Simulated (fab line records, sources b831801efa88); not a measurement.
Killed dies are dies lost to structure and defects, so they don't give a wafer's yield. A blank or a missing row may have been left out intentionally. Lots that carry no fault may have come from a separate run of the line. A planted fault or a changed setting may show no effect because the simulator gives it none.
fab line records || flow sky130
record: {"lots": 14, "wafers": 42, "last_day": 50}
route steps=708 shown VIA3@593 CAP2M@604
lots that met no fault: taken from a fault-free run of the same line
start_h: hours from the record's opening day to when the first of the lot's shown wafers began || wait_h: hours elapsed since this lot's preceding step || " unchanged from the row above || L1.1+2: one row covering several wafers at once || - either no value or no given start || * or withheld: withheld || < > ~ a bound
route shown NAME@n: NAME is a module with steps in the file, n the number in the route of the first one || usual: the fault-free wafers' mean and standard deviation || same: alike in all rows || chamber/n: place in a boat || sites: the reading at each site || _std_site: the values' standard deviation || _edge_site: inner sites' mean taken away from outer sites' mean || radius_mm: for every site, how far away it sits from the centre of the wafer || mask NAME#n: copy n || behind: the most recent tool/chamber to have shaped the wafer || hold: what put the lot on hold/how long, in hours/how the hold closed || device: whichever transistor did not switch (one of n, p or np) || end of line: the same wafers' tests at the end of the route || step lacking rows: just its recipe || killed: the dies lost at the first sort to structure and to defects; this is not the yield of the wafer || map: a wafer's dies, marking killed ones x, the rest . and places with no die _
set.NAME: the setting the step ran with; set.NAME@STEP: the setting that earlier step ran with || model.NAME: the simulator's own value behind a step, which no gauge read
steps of the route over a sample of lots; a table a step, a row a wafer
services: the hour from which a tool's chamber was out of use, counted from the record's first day as start_h (under 0 if before that day), plus the number of hours and why
== steps ==
step: SKY_VIA3_SPUTTER_20
recipe: {"material": "TiN", "target_thk_nm": 20, "chamber_pressure_pa": 5, "power_w": 4000, "time_s": 80}
usual: {"cathode_dc_power_W": "4000.0/0.85", "chamber_pressure_pa": "5.000/0.0097", "throttle_valve_pct": "30.1/1.2"}
{"lot.wafer": "L955.1", "tool": "pvd_sputter-03", "chamber": "-", "start_h": 917.53, "wait_h": 0.0, "cathode_dc_power_W": 4000.8, "chamber_pressure_pa": 4.995, "throttle_valve_pct": 26.2}
{"lot.wafer": "L955.4", "tool": "pvd_sputter-03", "chamber": "-", "start_h": 917.53, "wait_h": 0.0, "cathode_dc_power_W": 4000.2, "chamber_pressure_pa": 5.001, "throttle_valve_pct": 30.5}
{"lot.wafer": "L955.6", "tool": "pvd_sputter-03", "chamber": "-", "start_h": 917.53, "wait_h": 0.0, "cathode_dc_power_W": 4001.2, "chamber_pressure_pa": 4.992, "throttle_valve_pct": 29.5}
{"lot.wafer": "L956.1", "tool": "pvd_sputter-02", "chamber": "-", "start_h": 931.39, "wait_h": 0.0, "cathode_dc_power_W": 3999.9, "chamber_pressure_pa": 4.999, "throttle_valve_pct": 29.2}
{"lot.wafer": "L956.3", "tool": "pvd_sputter-02", "chamber": "-", "start_h": 931.39, "wait_h": 0.0, "cathode_dc_power_W": 4000.3, "chamber_pressure_pa": 5.012, "throttle_valve_pct": 30.0}
{"lot.wafer": "L956.5", "tool": "pvd_sputter-02", "chamber": "-", "start_h": 931.39, "wait_h": 0.0, "cathode_dc_power_W": 3998.9, "chamber_pressure_pa": 5.010, "throttle_valve_pct": 31.2}
{"lot.wafer": "L957.1", "tool": "pvd_sputter-03", "chamber": "-", "start_h": 943.00, "wait_h": 0.0, "cathode_dc_power_W": 3998.9, "chamber_pressure_pa": 4.998, "throttle_valve_pct": 29.8}
{"lot.wafer": "L957.2", "tool": "pvd_sputter-03", "chamber": "-", "start_h": 943.00, "wait_h": 0.0, "cathode_dc_power_W": 4000.0, "chamber_pressure_pa": 4.994, "throttle_valve_pct": 26.2}
{"lot.wafer": "L957.4", "tool": "pvd_sputter-03", "chamber": "-", "start_h": 943.00, "wait_h": 0.0, "cathode_dc_power_W": 4000.0, "chamber_pressure_pa": 4.987, "throttle_valve_pct": 31.2}
{"lot.wafer": "L959.4", "tool": "pvd_sputter-02", "chamber": "-", "start_h": 953.02, "wait_h": 0.0, "cathode_dc_power_W": 4000.0, "chamber_pressure_pa": 5.000, "throttle_valve_pct": 31.2}
{"lot.wafer": "L959.5", "tool": "pvd_sputter-02", "chamber": "-", "start_h": 953.02, "wait_h": 0.0, "cathode_dc_power_W": 4001.4, "chamber_pressure_pa": 5.004, "throttle_valve_pct": 30.3}
{"lot.wafer": "L959.6", "tool": "pvd_sputter-02", "chamber": "-", "start_h": 953.02, "wait_h": 0.0, "cathode_dc_power_W": 4000.7, "chamber_pressure_pa": 5.002, "throttle_valve_pct": 30.7}
{"lot.wafer": "L960.1", "tool": "pvd_sputter-02", "chamber": "-", "start_h": 967.18, "wait_h": 0.0, "cathode_dc_power_W": 4000.7, "chamber_pressure_pa": 5.000, "throttle_valve_pct": 29.2}
{"lot.wafer": "L960.2", "tool": "pvd_sputter-02", "chamber": "-", "start_h": 967.18, "wait_h": 0.0, "cathode_dc_power_W": 4000.3, "chamber_pressure_pa": 4.995, "throttle_valve_pct": 30.8}
{"lot.wafer": "L960.6", "tool": "pvd_sputter-02", "chamber": "-", "start_h": 967.18, "wait_h": 0.0, "cathode_dc_power_W": 3999.1, "chamber_pressure_pa": 5.003, "throttle_valve_pct": 30.6}
{"lot.wafer": "L962.1", "tool": "pvd_sputter-02", "chamber": "-", "start_h": 984.23, "wait_h": 0.0, "cathode_dc_power_W": 4001.2, "chamber_pressure_pa": 5.014, "throttle_valve_pct": 29.2}
{"lot.wafer": "L962.3", "tool": "pvd_sputter-02", "chamber": "-", "start_h": 984.23, "wait_h": 0.0, "cathode_dc_power_W": 4000.0, "chamber_pressure_pa": 5.006, "throttle_valve_pct": 31.0}
{"lot.wafer": "L962.5", "tool": "pvd_sputter-02", "chamber": "-", "start_h": 984.23, "wait_h": 0.0, "cathode_dc_power_W": 3998.9, "chamber_pressure_pa": 5.015, "throttle_valve_pct": 30.3}
{"lot.wafer": "L963.1", "tool": "pvd_sputter-03", "chamber": "-", "start_h": 985.57, "wait_h": 0.0, "cathode_dc_power_W": 4000.1, "chamber_pressure_pa": 4.994, "throttle_valve_pct": 29.6}
{"lot.wafer": "L963.4", "tool": "pvd_sputter-03", "chamber": "-", "start_h": 985.57, "wait_h": 0.0, "cathode_dc_power_W": 4001.5, "chamber_pressure_pa": 5.016, "throttle_valve_pct": 30.4}
{"lot.wafer": "L963.5", "tool": "pvd_sputter-03", "chamber": "-", "start_h": 985.57, "wait_h": 0.0, "cathode_dc_power_W": 4000.6, "chamber_pressure_pa": 5.008, "throttle_valve_pct": 30.3}
{"lot.wafer": "L964.1", "tool": "pvd_sputter-01", "chamber": "-", "start_h": 1008.26, "wait_h": 0.0, "cathode_dc_power_W": 4000.6, "chamber_pressure_pa": 4.992, "throttle_valve_pct": 31.0}
{"lot.wafer": "L964.2", "tool": "pvd_sputter-01", "chamber": "-", "start_h": 1008.26, "wait_h": 0.0, "cathode_dc_power_W": 3999.7, "chamber_pressure_pa": 5.000, "throttle_valve_pct": 31.7}
{"lot.wafer": "L964.4", "tool": "pvd_sputter-01", "chamber": "-", "start_h": 1008.26, "wait_h": 0.0, "cathode_dc_power_W": 3999.3, "chamber_pressure_pa": 4.993, "throttle_valve_pct": 29.2}
{"lot.wafer": "L965.1", "tool": "pvd_sputter-02", "chamber": "-", "start_h": 1011.69, "wait_h": 0.0, "cathode_dc_power_W": 3999.6, "chamber_pressure_pa": 4.999, "throttle_valve_pct": 30.1}
{"lot.wafer": "L965.2", "tool": "pvd_sputter-02", "chamber": "-", "start_h": 1011.69, "wait_h": 0.0, "cathode_dc_power_W": 4001.4, "chamber_pressure_pa": 4.996, "throttle_valve_pct": 29.4}
{"lot.wafer": "L965.4", "tool": "pvd_sputter-02", "chamber": "-", "start_h": 1011.69, "wait_h": 0.0, "cathode_dc_power_W": 4002.0, "chamber_pressure_pa": 4.993, "throttle_valve_pct": 30.9}
{"lot.wafer": "L968.4", "tool": "pvd_sputter-03", "chamber": "-", "start_h": 1019.69, "wait_h": 0.0, "cathode_dc_power_W": 3999.8, "chamber_pressure_pa": 4.979, "throttle_valve_pct": 31.3}
{"lot.wafer": "L968.5", "tool": "pvd_sputter-03", "chamber": "-", "start_h": 1019.69, "wait_h": 0.0, "cathode_dc_power_W": 3999.0, "chamber_pressure_pa": 5.004, "throttle_valve_pct": 29.6}
{"lot.wafer": "L968.6", "tool": "pvd_sputter-03", "chamber": "-", "start_h": 1019.69, "wait_h": 0.0, "cathode_dc_power_W": 3999.6, "chamber_pressure_pa": 5.004, "throttle_valve_pct": 31.0}
{"lot.wafer": "L967.2", "tool": "pvd_sputter-01", "chamber": "-", "start_h": 1023.59, "wait_h": 0.0, "cathode_dc_power_W": 4000.1, "chamber_pressure_pa": 5.002, "throttle_valve_pct": 30.7}
{"lot.wafer": "L967.4", "tool": "pvd_sputter-01", "chamber": "-", "start_h": 1023.59, "wait_h": 0.0, "cathode_dc_power_W": 3999.8, "chamber_pressure_pa": 5.016, "throttle_valve_pct": 29.1}
{"lot.wafer": "L967.6", "tool": "pvd_sputter-01", "chamber": "-", "start_h": 1023.59, "wait_h": 0.0, "cathode_dc_power_W": 4000.0, "chamber_pressure_pa": 4.998, "throttle_valve_pct": 31.8}
{"lot.wafer": "L969.2", "tool": "pvd_sputter-02", "chamber": "-", "start_h": 1026.08, "wait_h": 0.0, "cathode_dc_power_W": 4000.1, "chamber_pressure_pa": 4.990, "throttle_valve_pct": 29.8}
{"lot.wafer": "L969.3", "tool": "pvd_sputter-02", "chamber": "-", "start_h": 1026.08, "wait_h": 0.0, "cathode_dc_power_W": 4000.2, "chamber_pressure_pa": 5.005, "throttle_valve_pct": 31.1}
{"lot.wafer": "L969.4", "tool": "pvd_sputter-02", "chamber": "-", "start_h": 1026.08, "wait_h": 0.0, "cathode_dc_power_W": 3999.1, "chamber_pressure_pa": 5.001, "throttle_valve_pct": 29.4}
{"lot.wafer": "L977.1", "tool": "pvd_sputter-02", "chamber": "-", "start_h": 1074.39, "wait_h": 0.0, "cathode_dc_power_W": "-", "chamber_pressure_pa": "-", "throttle_valve_pct": "-"}
{"lot.wafer": "L977.5", "tool": "pvd_sputter-02", "chamber": "-", "start_h": 1074.39, "wait_h": 0.0, "cathode_dc_power_W": "-", "chamber_pressure_pa": "-", "throttle_valve_pct": "-"}
{"lot.wafer": "L977.6", "tool": "pvd_sputter-02", "chamber": "-", "start_h": 1074.39, "wait_h": 0.0, "cathode_dc_power_W": "-", "chamber_pressure_pa": "-", "throttle_valve_pct": "-"}
{"lot.wafer": "L978.1", "tool": "pvd_sputter-03", "chamber": "-", "start_h": 1084.14, "wait_h": 0.0, "cathode_dc_power_W": "-", "chamber_pressure_pa": "-", "throttle_valve_pct": "-"}
{"lot.wafer": "L978.4", "tool": "pvd_sputter-03", "chamber": "-", "start_h": 1084.14, "wait_h": 0.0, "cathode_dc_power_W": "-", "chamber_pressure_pa": "-", "throttle_valve_pct": "-"}
{"lot.wafer": "L978.6", "tool": "pvd_sputter-03", "chamber": "-", "start_h": 1084.14, "wait_h": 0.0, "cathode_dc_power_W": "-", "chamber_pressure_pa": "-", "throttle_valve_pct": "-"}
step: SKY_VIA3_CVD_21
recipe: {"material": "W", "target_thk_nm": 390, "time_s": 117.31, "temp_c": 400, "pressure_torr": 40}
usual: {"heater_power_w": "888/120"}
{"lot.wafer": "L955.1", "tool": "cvd_w-02", "chamber": 1, "start_h": 917.59, "wait_h": 0.0, "heater_power_w": 753}
{"lot.wafer": "L955.4", "tool": "cvd_w-02", "chamber": 1, "start_h": 917.59, "wait_h": 0.0, "heater_power_w": 733}
{"lot.wafer": "L955.6", "tool": "cvd_w-02", "chamber": 1, "start_h": 917.59, "wait_h": 0.0, "heater_power_w": 737}
{"lot.wafer": "L956.1", "tool": "cvd_w-02", "chamber": 1, "start_h": 931.45, "wait_h": 0.0, "heater_power_w": 747}
{"lot.wafer": "L956.3", "tool": "cvd_w-02", "chamber": 1, "start_h": 931.45, "wait_h": 0.0, "heater_power_w": 750}
{"lot.wafer": "L956.5", "tool": "cvd_w-02", "chamber": 1, "start_h": 931.45, "wait_h": 0.0, "heater_power_w": 734}
{"lot.wafer": "L957.1", "tool": "cvd_w-02", "chamber": 1, "start_h": 943.06, "wait_h": 0.0, "heater_power_w": 746}
{"lot.wafer": "L957.2", "tool": "cvd_w-02", "chamber": 0, "start_h": 943.06, "wait_h": 0.0, "heater_power_w": 1046}
{"lot.wafer": "L957.4", "tool": "cvd_w-02", "chamber": 1, "start_h": 943.06, "wait_h": 0.0, "heater_power_w": 729}
{"lot.wafer": "L959.4", "tool": "cvd_w-01", "chamber": 0, "start_h": 953.12, "wait_h": 0.1, "heater_power_w": 933}
{"lot.wafer": "L959.5", "tool": "cvd_w-01", "chamber": 1, "start_h": 953.12, "wait_h": 0.1, "heater_power_w": 828}
{"lot.wafer": "L959.6", "tool": "cvd_w-01", "chamber": 0, "start_h": 953.12, "wait_h": 0.1, "heater_power_w": 929}
{"lot.wafer": "L960.1", "tool": "cvd_w-01", "chamber": 0, "start_h": 967.24, "wait_h": 0.0, "heater_power_w": 951}
{"lot.wafer": "L960.2", "tool": "cvd_w-01", "chamber": 1, "start_h": 967.24, "wait_h": 0.0, "heater_power_w": 821}
{"lot.wafer": "L960.6", "tool": "cvd_w-01", "chamber": 1, "start_h": 967.24, "wait_h": 0.0, "heater_power_w": 800}
{"lot.wafer": "L962.1", "tool": "cvd_w-01", "chamber": 0, "start_h": 984.29, "wait_h": 0.0, "heater_power_w": 960}
{"lot.wafer": "L962.3", "tool": "cvd_w-01", "chamber": 1, "start_h": 984.29, "wait_h": 0.0, "heater_power_w": 821}
{"lot.wafer": "L962.5", "tool": "cvd_w-01", "chamber": 0, "start_h": 984.29, "wait_h": 0.0, "heater_power_w": 974}
{"lot.wafer": "L963.1", "tool": "cvd_w-01", "chamber": 1, "start_h": 985.63, "wait_h": 0.0, "heater_power_w": 800}
{"lot.wafer": "L963.4", "tool": "cvd_w-01", "chamber": 1, "start_h": 985.63, "wait_h": 0.0, "heater_power_w": 810}
{"lot.wafer": "L963.5", "tool": "cvd_w-01", "chamber": 1, "start_h": 985.63, "wait_h": 0.0, "heater_power_w": 809}
{"lot.wafer": "L964.1", "tool": "cvd_w-02", "chamber": 1, "start_h": 1008.32, "wait_h": 0.0, "heater_power_w": 754}
{"lot.wafer": "L964.2", "tool": "cvd_w-02", "chamber": 0, "start_h": 1008.32, "wait_h": 0.0, "heater_power_w": 1020}
{"lot.wafer": "L964.4", "tool": "cvd_w-02", "chamber": 0, "start_h": 1008.32, "wait_h": 0.0, "heater_power_w": 1032}
{"lot.wafer": "L965.1", "tool": "cvd_w-02", "chamber": 0, "start_h": 1011.75, "wait_h": 0.0, "heater_power_w": 1046}
{"lot.wafer": "L965.2", "tool": "cvd_w-02", "chamber": 1, "start_h": 1011.75, "wait_h": 0.0, "heater_power_w": 728}
{"lot.wafer": "L965.4", "tool": "cvd_w-02", "chamber": 1, "start_h": 1011.75, "wait_h": 0.0, "heater_power_w": 746}
{"lot.wafer": "L968.4", "tool": "cvd_w-02", "chamber": 1, "start_h": 1019.79, "wait_h": 0.1, "heater_power_w": 776}
{"lot.wafer": "L968.5", "tool": "cvd_w-02", "chamber": 0, "start_h": 1019.79, "wait_h": 0.1, "heater_power_w": 1041}
{"lot.wafer": "L968.6", "tool": "cvd_w-02", "chamber": 1, "start_h": 1019.79, "wait_h": 0.1, "heater_power_w": 780}
{"lot.wafer": "L967.2", "tool": "cvd_w-02", "chamber": 0, "start_h": 1023.65, "wait_h": 0.0, "heater_power_w": 1037}
{"lot.wafer": "L967.4", "tool": "cvd_w-02", "chamber": 0, "start_h": 1023.65, "wait_h": 0.0, "heater_power_w": 1036}
{"lot.wafer": "L967.6", "tool": "cvd_w-02", "chamber": 0, "start_h": 1023.65, "wait_h": 0.0, "heater_power_w": 1041}
{"lot.wafer": "L969.2", "tool": "cvd_w-02", "chamber": 0, "start_h": 1026.14, "wait_h": 0.0, "heater_power_w": 1052}
{"lot.wafer": "L969.3", "tool": "cvd_w-02", "chamber": 0, "start_h": 1026.14, "wait_h": 0.0, "heater_power_w": 1021}
{"lot.wafer": "L969.4", "tool": "cvd_w-02", "chamber": 1, "start_h": 1026.14, "wait_h": 0.0, "heater_power_w": 762}
{"lot.wafer": "L977.1", "tool": "cvd_w-01", "chamber": 1, "start_h": 1074.45, "wait_h": 0.0, "heater_power_w": 815}
{"lot.wafer": "L977.5", "tool": "cvd_w-01", "chamber": 0, "start_h": 1074.45, "wait_h": 0.0, "heater_power_w": 954}
{"lot.wafer": "L977.6", "tool": "cvd_w-01", "chamber": 1, "start_h": 1074.45, "wait_h": 0.0, "heater_power_w": 835}
{"lot.wafer": "L978.1", "tool": "cvd_w-02", "chamber": 0, "start_h": 1084.20, "wait_h": 0.0, "heater_power_w": 1046}
{"lot.wafer": "L978.4", "tool": "cvd_w-02", "chamber": 1, "start_h": 1084.20, "wait_h": 0.0, "heater_power_w": 762}
{"lot.wafer": "L978.6", "tool": "cvd_w-02", "chamber": 1, "start_h": 1084.20, "wait_h": 0.0, "heater_power_w": 764}
step: SKY_CAP2M_THK_MEAS_01
recipe: {"reads": "SiO2_of_CAP2M_CVD_00"}
usual: {"CAP2M_CVD_00_THK": "15.42/0.29"}
{"lot.wafer": "L955.1", "tool": "film_metro-03", "chamber": "-", "start_h": 918.37, "wait_h": "-", "CAP2M_CVD_00_THK[nm]": 15.82}
{"lot.wafer": "L955.4", "tool": "film_metro-03", "chamber": "-", "start_h": 918.37, "wait_h": "-", "CAP2M_CVD_00_THK[nm]": 15.13}
{"lot.wafer": "L955.6", "tool": "film_metro-03", "chamber": "-", "start_h": 918.37, "wait_h": "-", "CAP2M_CVD_00_THK[nm]": 16.00}
{"lot.wafer": "L956.1", "tool": "film_metro-02", "chamber": "-", "start_h": 932.23, "wait_h": "-", "CAP2M_CVD_00_THK[nm]": 15.66}
{"lot.wafer": "L956.3", "tool": "film_metro-02", "chamber": "-", "start_h": 932.23, "wait_h": "-", "CAP2M_CVD_00_THK[nm]": 15.97}
{"lot.wafer": "L956.5", "tool": "film_metro-02", "chamber": "-", "start_h": 932.23, "wait_h": "-", "CAP2M_CVD_00_THK[nm]": 16.01}
{"lot.wafer": "L957.1", "tool": "film_metro-02", "chamber": "-", "start_h": 943.84, "wait_h": "-", "CAP2M_CVD_00_THK[nm]": 15.43}
{"lot.wafer": "L957.2", "tool": "film_metro-02", "chamber": "-", "start_h": 943.84, "wait_h": "-", "CAP2M_CVD_00_THK[nm]": 15.40}
{"lot.wafer": "L957.4", "tool": "film_metro-02", "chamber": "-", "start_h": 943.84, "wait_h": "-", "CAP2M_CVD_00_THK[nm]": 15.53}
{"lot.wafer": "L959.4", "tool": "film_metro-04", "chamber": "-", "start_h": 953.89, "wait_h": "-", "CAP2M_CVD_00_THK[nm]": 15.57}
{"lot.wafer": "L959.5", "tool": "film_metro-04", "chamber": "-", "start_h": 953.89, "wait_h": "-", "CAP2M_CVD_00_THK[nm]": 15.39}
{"lot.wafer": "L959.6", "tool": "film_metro-04", "chamber": "-", "start_h": 953.89, "wait_h": "-", "CAP2M_CVD_00_THK[nm]": 15.55}
{"lot.wafer": "L960.1", "tool": "film_metro-02", "chamber": "-", "start_h": 968.02, "wait_h": "-", "CAP2M_CVD_00_THK[nm]": 15.23}
{"lot.wafer": "L960.2", "tool": "film_metro-02", "chamber": "-", "start_h": 968.02, "wait_h": "-", "CAP2M_CVD_00_THK[nm]": 15.35}
{"lot.wafer": "L960.6", "tool": "film_metro-02", "chamber": "-", "start_h": 968.02, "wait_h": "-", "CAP2M_CVD_00_THK[nm]": 15.39}
{"lot.wafer": "L962.1", "tool": "film_metro-03", "chamber": "-", "start_h": 985.08, "wait_h": "-", "CAP2M_CVD_00_THK[nm]": 15.67}
{"lot.wafer": "L962.3", "tool": "film_metro-03", "chamber": "-", "start_h": 985.08, "wait_h": "-", "CAP2M_CVD_00_THK[nm]": 15.24}
{"lot.wafer": "L962.5", "tool": "film_metro-03", "chamber": "-", "start_h": 985.08, "wait_h": "-", "CAP2M_CVD_00_THK[nm]": 16.04}
{"lot.wafer": "L963.1", "tool": "film_metro-04", "chamber": "-", "start_h": 986.43, "wait_h": "-", "CAP2M_CVD_00_THK[nm]": 15.36}
{"lot.wafer": "L963.4", "tool": "film_metro-04", "chamber": "-", "start_h": 986.43, "wait_h": "-", "CAP2M_CVD_00_THK[nm]": 15.45}
{"lot.wafer": "L963.5", "tool": "film_metro-04", "chamber": "-", "start_h": 986.43, "wait_h": "-", "CAP2M_CVD_00_THK[nm]": 15.21}
{"lot.wafer": "L964.1", "tool": "film_metro-04", "chamber": "-", "start_h": 1009.11, "wait_h": "-", "CAP2M_CVD_00_THK[nm]": 15.30}
{"lot.wafer": "L964.2", "tool": "film_metro-04", "chamber": "-", "start_h": 1009.11, "wait_h": "-", "CAP2M_CVD_00_THK[nm]": 15.18}
{"lot.wafer": "L964.4", "tool": "film_metro-04", "chamber": "-", "start_h": 1009.11, "wait_h": "-", "CAP2M_CVD_00_THK[nm]": 15.53}
{"lot.wafer": "L965.1", "tool": "film_metro-02", "chamber": "-", "start_h": 1012.54, "wait_h": "-", "CAP2M_CVD_00_THK[nm]": 14.93}
{"lot.wafer": "L965.2", "tool": "film_metro-02", "chamber": "-", "start_h": 1012.54, "wait_h": "-", "CAP2M_CVD_00_THK[nm]": 15.10}
{"lot.wafer": "L965.4", "tool": "film_metro-02", "chamber": "-", "start_h": 1012.54, "wait_h": "-", "CAP2M_CVD_00_THK[nm]": 15.22}
{"lot.wafer": "L968.4", "tool": "film_metro-04", "chamber": "-", "start_h": 1020.57, "wait_h": "-", "CAP2M_CVD_00_THK[nm]": 15.52}
{"lot.wafer": "L968.5", "tool": "film_metro-04", "chamber": "-", "start_h": 1020.57, "wait_h": "-", "CAP2M_CVD_00_THK[nm]": 15.45}
{"lot.wafer": "L968.6", "tool": "film_metro-04", "chamber": "-", "start_h": 1020.57, "wait_h": "-", "CAP2M_CVD_00_THK[nm]": 15.40}
{"lot.wafer": "L967.2", "tool": "film_metro-04", "chamber": "-", "start_h": 1024.44, "wait_h": "-", "CAP2M_CVD_00_THK[nm]": 15.46}
{"lot.wafer": "L967.4", "tool": "film_metro-04", "chamber": "-", "start_h": 1024.44, "wait_h": "-", "CAP2M_CVD_00_THK[nm]": 15.86}
{"lot.wafer": "L967.6", "tool": "film_metro-04", "chamber": "-", "start_h": 1024.44, "wait_h": "-", "CAP2M_CVD_00_THK[nm]": 15.54}
{"lot.wafer": "L969.2", "tool": "film_metro-02", "chamber": "-", "start_h": 1026.93, "wait_h": "-", "CAP2M_CVD_00_THK[nm]": 15.64}
{"lot.wafer": "L969.3", "tool": "film_metro-02", "chamber": "-", "start_h": 1026.93, "wait_h": "-", "CAP2M_CVD_00_THK[nm]": 15.05}
{"lot.wafer": "L969.4", "tool": "film_metro-02", "chamber": "-", "start_h": 1026.93, "wait_h": "-", "CAP2M_CVD_00_THK[nm]": 15.67}
== services ==
{"tool": "cvd_w-01", "chamber": "-", "start_h": 899.44, "hours": 2.8, "kind": "pm"}
{"tool": "cvd_w-02", "chamber": "-", "start_h": 902.26, "hours": 6.0, "kind": "pm"}
{"tool": "cvd_w-01", "chamber": "-", "start_h": 904.09, "hours": 14.0, "kind": "pm"}
{"tool": "cvd_w-01", "chamber": 0, "start_h": 904.09, "hours": 14.0, "kind": "vent_cycle"}
{"tool": "cvd_w-01", "chamber": 1, "start_h": 904.09, "hours": 14.0, "kind": "vent_cycle"}
{"tool": "pvd_sputter-02", "chamber": "-", "start_h": 911.63, "hours": 2.6, "kind": "repair"}
{"tool": "cvd_w-01", "chamber": 0, "start_h": 918.09, "hours": "-", "kind": "clean"}
{"tool": "cvd_w-01", "chamber": 1, "start_h": 918.09, "hours": "-", "kind": "clean"}
{"tool": "pvd_sputter-01", "chamber": "-", "start_h": 927.11, "hours": 4.4, "kind": "repair"}
{"tool": "pvd_sputter-02", "chamber": "-", "start_h": 939.71, "hours": 6.3, "kind": "repair"}
{"tool": "pvd_sputter-03", "chamber": "-", "start_h": 961.74, "hours": 3.9, "kind": "repair"}
{"tool": "cvd_w-02", "chamber": 0, "start_h": 966.99, "hours": 2.4, "kind": "repair"}
{"tool": "pvd_sputter-01", "chamber": "-", "start_h": 997.86, "hours": 2.1, "kind": "repair"}
{"tool": "pvd_sputter-02", "chamber": "-", "start_h": 1005.55, "hours": 2.5, "kind": "repair"}
{"tool": "cvd_w-01", "chamber": "-", "start_h": 1024.82, "hours": 7.3, "kind": "repair"}
{"tool": "cvd_w-01", "chamber": "-", "start_h": 1066.52, "hours": 2.0, "kind": "repair"}
{"tool": "pvd_sputter-01", "chamber": "-", "start_h": 1079.96, "hours": 1.0, "kind": "repair"}
== key ==
first_sign: {"step": "SKY_VIA3_SPUTTER_20", "reading": "tool_record", "direction": "missing"}
effect none on later readings
met_at SKY_VIA3_SPUTTER_20
struck_lots L977,L978
later_rows_left_out L977.1,L977.5,L977.6,L978.1,L978.4,L978.6
sort_left_out L977.1,L977.5,L977.6,L978.1,L978.4,L978.6
not_acting_at SKY_VIA3_CVD_21,SKY_CAP2M_THK_MEAS_01
onset_between 1026.08 1074.39
fault: {"kind": "skipped_step_whole", "tool": "pvd_sputter-02,pvd_sputter-03", "chamber": "-", "onset_h": 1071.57, "steps": "SKY_VIA3_SPUTTER_20", "scope": "struck_lots_only"}
sort_left_out: the simulated sort isn't trusted on such a fault, so these wafers' sort isn't shown, and their yield isn't known
later_rows_left_out: the simulator's readings of these wafers behind a module that went badly wrong aren't trusted and aren't shown, but for the sort
